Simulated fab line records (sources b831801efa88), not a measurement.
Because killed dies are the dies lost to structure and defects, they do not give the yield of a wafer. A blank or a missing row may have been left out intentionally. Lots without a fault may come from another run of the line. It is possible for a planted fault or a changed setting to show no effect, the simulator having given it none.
Which tool did it? ; flow sky130 ; 13 lots with 39 wafers sampled at 5 steps, on a route of 708 steps

WHAT EACH GAUGE READ, for each wafer
SKY_RES_XHIGH_TW_MEAS_09.
lot;measured;on;RES_XHIGH_TW
L417;day 26 10:48;film_metro-03;1631 1639 1625
L419;day 27 05:10;film_metro-03;1642 1635 1628
L420;day 27 20:34;film_metro-03;1639 1647 1633
L422;day 28 11:04;film_metro-01;1632 1620 1629
L423;day 28 14:47;film_metro-02;1636 1643 1647
L424;day 28 23:00;film_metro-01;1623 1627 1631
L426;day 29 19:38;film_metro-02;1643 1643 1659
L427;day 30 04:43;film_metro-03;30 30 30
L434;day 32 15:10;film_metro-01;1631 1637 1640
L437;day 33 11:11;film_metro-01;1640 1641 1642
L438;day 33 13:36;film_metro-02;1642 1632 1637
L439;day 33 21:46;film_metro-02;1653 1652 1643
L440;day 34 01:38;film_metro-02;1636 1636 1649

SKY_LOCAL_INTERCONNECT_THK_MEAS_02: measures by xrf.
lot;measured;on;LOCAL_INTERCONNECT_TIN_THK (nm)
L417;day 28 22:56;film_metro-04;102.2 103.2 102.2
L419;day 29 17:52;film_metro-04;102.7 102.3 102.8
L420;day 30 07:05;film_metro-01;104.1 104.8 104.9
L422;day 30 22:05;film_metro-01;104.2 104.5 104.2
L423;day 31 01:25;film_metro-02;103.1 103.7 103.7
L424;day 31 10:29;film_metro-01;103.5 104.2 103.4
L426;day 32 05:52;film_metro-02;104.7 104.2 103.7
L427;day 32 14:37;film_metro-04;102.9 103.5 103.0
L434;day 35 03:55;film_metro-04;103.2 102.2 103.0
L437;day 35 18:59;film_metro-02;102.4 102.2 101.7
L438;day 35 20:56;film_metro-01;102.1 101.9 103.9
L439;day 36 15:39;film_metro-01;103.0 103.2 102.6
L440;day 36 08:58;film_metro-04;100.0 101.0 102.4

SKY_VIA2_BOW_MEAS_03.
lot;measured;on;VIA2_BOW (um)
L417;day 34 21:47;film_metro-03;88 79 91
L419;day 35 16:29;film_metro-04;80 84 81
L420;day 36 07:47;film_metro-03;91 88 93
L422;day 36 18:22;film_metro-04;85 86 94
L423;day 36 20:43;film_metro-04;92 87 86
L424;day 37 06:30;film_metro-01;90 82 80
L426;day 38 00:49;film_metro-01;96 102 82
L427;day 38 12:49;film_metro-03;96 102 95
L434;day 40 18:35;film_metro-04;79 83 87
L437;day 41 08:52;film_metro-04;94 87 80
L438;day 41 11:31;film_metro-04;85 75 86
L439;day 42 03:34;film_metro-04;90 87 85
L440;day 41 21:03;film_metro-04;86 81 74

TOOL THAT RAN EACH LOT (tool first, then ch and the chambers of the sampled wafers, then the start)
lot;SKY_SD_P_STRIP_10;SKY_RES_XHIGH_STRIP_08
L417;plasma_asher-01 ch 0,1, day 25 05:54;plasma_asher-03 ch 0,1, day 26 10:41
L419;plasma_asher-04 ch 0,1, day 26 00:03;plasma_asher-01 ch 0,1, day 27 05:04
L420;plasma_asher-04 ch 0,1, day 26 15:57;plasma_asher-01 ch 0,1, day 27 20:29
L422;plasma_asher-01 ch 0,1, day 27 06:59;plasma_asher-03 ch 0,1, day 28 10:59
L423;plasma_asher-03 ch 0, day 27 09:49;plasma_asher-03 ch 0,1, day 28 14:41
L424;plasma_asher-01 ch 0,1, day 27 18:15;plasma_asher-02 ch 0,1, day 28 22:55
L426;plasma_asher-03 ch 0,1, day 28 15:27;plasma_asher-02 ch 0,1, day 29 19:32
L427;plasma_asher-01 ch 0,1, day 29 00:33;plasma_asher-02 ch 0,1, day 30 04:37
L434;plasma_asher-03 ch 0,1, day 31 12:25;plasma_asher-01 ch 0,1, day 32 15:04
L437;plasma_asher-03 ch 0,1, day 32 08:18;plasma_asher-03 ch 0,1, day 33 11:04
L438;plasma_asher-01 ch 0,1, day 32 10:41;plasma_asher-03 ch 0,1, day 33 13:31
L439;plasma_asher-03 ch 0,1, day 32 19:03;plasma_asher-02 ch 0,1, day 33 21:40
L440;plasma_asher-03 ch 0,1, day 32 22:51;plasma_asher-03 ch 1, day 34 01:28
- SKY_SD_P_STRIP_10: strips in O2/N2.
- SKY_RES_XHIGH_STRIP_08: strips in O2/N2.

WHAT THE TOOLS THEMSELVES READ (means of the sampled wafers that have a number; where no wafer has one, the mark that the record gives instead)
SKY_SD_P_STRIP_10.
lot;tool;drypump_motor_current_A (A);oes_product_au (a.u.);strip_time_to_endpoint_s (s)
L417;plasma_asher-01;5.4;0.618;17.54
L419;plasma_asher-04;6.1;0.622;17.52
L420;plasma_asher-04;6.1;0.612;17.53
L422;plasma_asher-01;5.4;0.616;17.52
L423;plasma_asher-03;5.7;0.623;17.52
L424;plasma_asher-01;5.4;0.623;17.46
L426;plasma_asher-03;5.5;0.615;17.46
L427;plasma_asher-01;5.4;0.798;-
L434;plasma_asher-03;5.6;0.619;17.47
L437;plasma_asher-03;5.4;0.619;17.48
L438;plasma_asher-01;5.4;0.621;17.44
L439;plasma_asher-03;5.4;0.618;17.48
L440;plasma_asher-03;5.5;0.620;17.50

SKY_RES_XHIGH_STRIP_08.
lot;tool;drypump_motor_current_A (A);oes_product_au (a.u.);strip_time_to_endpoint_s (s)
L417;plasma_asher-03;5.6;0.716;14.13
L419;plasma_asher-01;5.4;0.715;14.05
L420;plasma_asher-01;5.5;0.720;14.00
L422;plasma_asher-03;5.6;0.719;14.09
L423;plasma_asher-03;5.4;0.722;14.11
L424;plasma_asher-02;5.9;0.713;14.02
L426;plasma_asher-02;5.6;0.720;14.02
L427;plasma_asher-02;5.9;0.713;15.49
L434;plasma_asher-01;5.4;0.719;14.00
L437;plasma_asher-03;5.6;0.721;14.13
L438;plasma_asher-03;5.4;0.722;14.11
L439;plasma_asher-02;5.5;0.718;14.06
L440;plasma_asher-03;5.3;0.721;14.06

THE ANSWER, worked out from the rows above alone
Rule: usual is defined by the lots themselves. Put in order of their means at a reading, lots are off if they are a third of the lots or fewer, leave a main group of 4 or more, and stand apart from it by a gap of 3 or more times the standard deviation of the main group's means; of several such gaps the widest counts. Not used: any main group whose means are identical at the precision the tables above print for the reading. A lot without any number at a reading at which 4 lots or more have one is off too. All remaining lots with rows at the step are treated as sound. Order of review: gauges by route order, followed by the tools' own readings, for which a lot's mean as printed above is used. At the first step where some lot is off, the reading lying furthest off is the one used; lots without a number count as furthest.
Off: L427, seen at SKY_RES_XHIGH_TW_MEAS_09 (RES_XHIGH_TW). The main group: mean 1638, standard deviation 6.9.
A tool fits if, at a process step before that reading, it ran every lot that is off, and no sound lot after the first of them. The gauges at SKY_RES_XHIGH_TW_MEAS_09 aren't tried: what is off there is off at SKY_SD_P_STRIP_10 too, on other tools, and a gauge's error can't cause that. No candidate that was tried fits.

WHAT HAD BEEN PUT IN BY THE SIMULATOR
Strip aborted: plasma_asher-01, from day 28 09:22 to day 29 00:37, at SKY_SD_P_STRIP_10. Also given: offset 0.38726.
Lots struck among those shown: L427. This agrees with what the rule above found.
